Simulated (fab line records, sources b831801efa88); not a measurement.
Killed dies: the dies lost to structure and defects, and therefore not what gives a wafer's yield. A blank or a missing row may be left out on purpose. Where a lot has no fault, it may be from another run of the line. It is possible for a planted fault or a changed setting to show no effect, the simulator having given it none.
Which of the tools did it? -- flow gf180mcu -- Sampling: 12 lots, 36 wafers, 3 of 602 route steps

== WHAT EACH GAUGE READ, for each wafer ==
GF_CONTACT_THK_MEAS_01.
lot,measured,on,CONTACT_CVD_00_THK (nm)
L576,day 15 05:27,film_metro-01,304 297 307
L580,day 16 17:16,film_metro-01,444 448 452
L581,day 17 03:31,film_metro-01,447 444 452
L584,day 18 03:04,film_metro-02,301 303 297
L588,day 19 17:50,film_metro-02,299 302 295
L590,day 20 13:17,film_metro-02,308 304 301
L591,day 20 18:56,film_metro-04,303 295 296
L592,day 21 05:28,film_metro-01,300 293 292
L594,day 22 01:04,film_metro-02,296 302 295
L595,day 22 05:55,film_metro-01,309 302 302
L597,day 22 18:19,film_metro-01,307 307 308
L599,day 23 15:18,film_metro-01,302 299 311

== TOOL THAT RAN EACH LOT (tool first, then ch and the chambers of the sampled wafers, then the start) ==
lot,GF_SALICIDE_RTA_06,GF_CONTACT_CVD_00
L576,"rtp_anneal-01 ch 0, day 15 05:01","hdpcvd-01 ch 0,1, day 15 05:25"
L580,"rtp_anneal-02 ch 0, day 16 16:51","hdpcvd-02 ch 0,1,2, day 16 17:13"
L581,"rtp_anneal-01 ch 0, day 17 03:11","hdpcvd-02 ch 0,1,2, day 17 03:29"
L584,"rtp_anneal-01 ch 0, day 18 02:43","hdpcvd-01 ch 0,1,2, day 18 03:01"
L588,"rtp_anneal-01 ch 0, day 19 17:30","hdpcvd-02 ch 0,1, day 19 17:48"
L590,"rtp_anneal-01 ch 0, day 20 12:58","hdpcvd-01 ch 0,1, day 20 13:14"
L591,"rtp_anneal-01 ch 0, day 20 18:37","hdpcvd-02 ch 0,1,2, day 20 18:53"
L592,"rtp_anneal-02 ch 0, day 21 05:08","hdpcvd-02 ch 0,1,2, day 21 05:25"
L594,"rtp_anneal-02 ch 0, day 22 00:44","hdpcvd-02 ch 0,2, day 22 00:59"
L595,"rtp_anneal-02 ch 0, day 22 05:35","hdpcvd-02 ch 0,1,2, day 22 05:51"
L597,"rtp_anneal-01 ch 0, day 22 17:59","hdpcvd-02 ch 0,1, day 22 18:16"
L599,"rtp_anneal-02 ch 0, day 23 14:58","hdpcvd-01 ch 0,1,2, day 23 15:16"
- GF_SALICIDE_RTA_06: time 30 s.
- GF_CONTACT_CVD_00: deposits SiO2, target thk 300 nm, time 50 s.

== WHAT THE TOOLS THEMSELVES READ (means of the sampled wafers that have a number; where no wafer has one, the mark that the record gives instead) ==
GF_SALICIDE_RTA_06.
lot,tool,lamp_power_pct (%),wafer_temp_C_max
L576,rtp_anneal-01,5.1,532.4
L580,rtp_anneal-02,6.4,532.2
L581,rtp_anneal-01,5.1,532.5
L584,rtp_anneal-01,5.1,532.8
L588,rtp_anneal-01,5.1,532.2
L590,rtp_anneal-01,5.1,533.0
L591,rtp_anneal-01,5.1,532.9
L592,rtp_anneal-02,6.4,532.7
L594,rtp_anneal-02,6.4,531.9
L595,rtp_anneal-02,6.4,531.7
L597,rtp_anneal-01,5.1,532.0
L599,rtp_anneal-02,6.4,532.4

GF_CONTACT_CVD_00.
lot,tool,sih4_flow_sccm (sccm),susceptor_temp_C (C)
L576,hdpcvd-01,60.11,400.04
L580,hdpcvd-02,90.23,400.10
L581,hdpcvd-02,89.88,400.15
L584,hdpcvd-01,59.89,399.85
L588,hdpcvd-02,59.92,400.20
L590,hdpcvd-01,60.03,400.12
L591,hdpcvd-02,60.18,400.13
L592,hdpcvd-02,60.17,399.89
L594,hdpcvd-02,60.09,400.00
L595,hdpcvd-02,60.14,399.74
L597,hdpcvd-02,59.88,399.95
L599,hdpcvd-01,60.22,399.97

== THE ANSWER, worked out from the rows above alone ==
Rule: the lots themselves supply what counts as usual. The widest of any qualifying gaps counts: lots, ordered by their means at a reading, are off when they make up no more than a third of the lots, leave a main group of 4 or more, and stand apart from it by 3 or more times the standard deviation of that group's means. If all means in a main group match to the digits the tables above print for the reading, that group is not used. A lot without any number at a reading at which 4 lots or more have one is off too. The other lots that the step has rows for count as sound. After the gauges, taken in route order, come the tools' own readings; for these a lot's mean is taken, as printed above. The first step at which some lot is off is used, and at that step the reading that is off furthest; a lot without a number counts as furthest.
Off: L580, L581, seen at GF_CONTACT_THK_MEAS_01 (CONTACT_CVD_00_THK). The main group: mean 301 nm, standard deviation 3.7.
If a tool, at a process step before that reading, ran all the lots that are off and no sound lot after the first of them, it fits. Not tried: the gauges at GF_CONTACT_THK_MEAS_01; whatever is off there is also off at GF_CONTACT_CVD_00, on other tools, and gauge error can't account for it. No candidate that was tried fits.

== WHAT HAD BEEN PUT IN BY THE SIMULATOR ==
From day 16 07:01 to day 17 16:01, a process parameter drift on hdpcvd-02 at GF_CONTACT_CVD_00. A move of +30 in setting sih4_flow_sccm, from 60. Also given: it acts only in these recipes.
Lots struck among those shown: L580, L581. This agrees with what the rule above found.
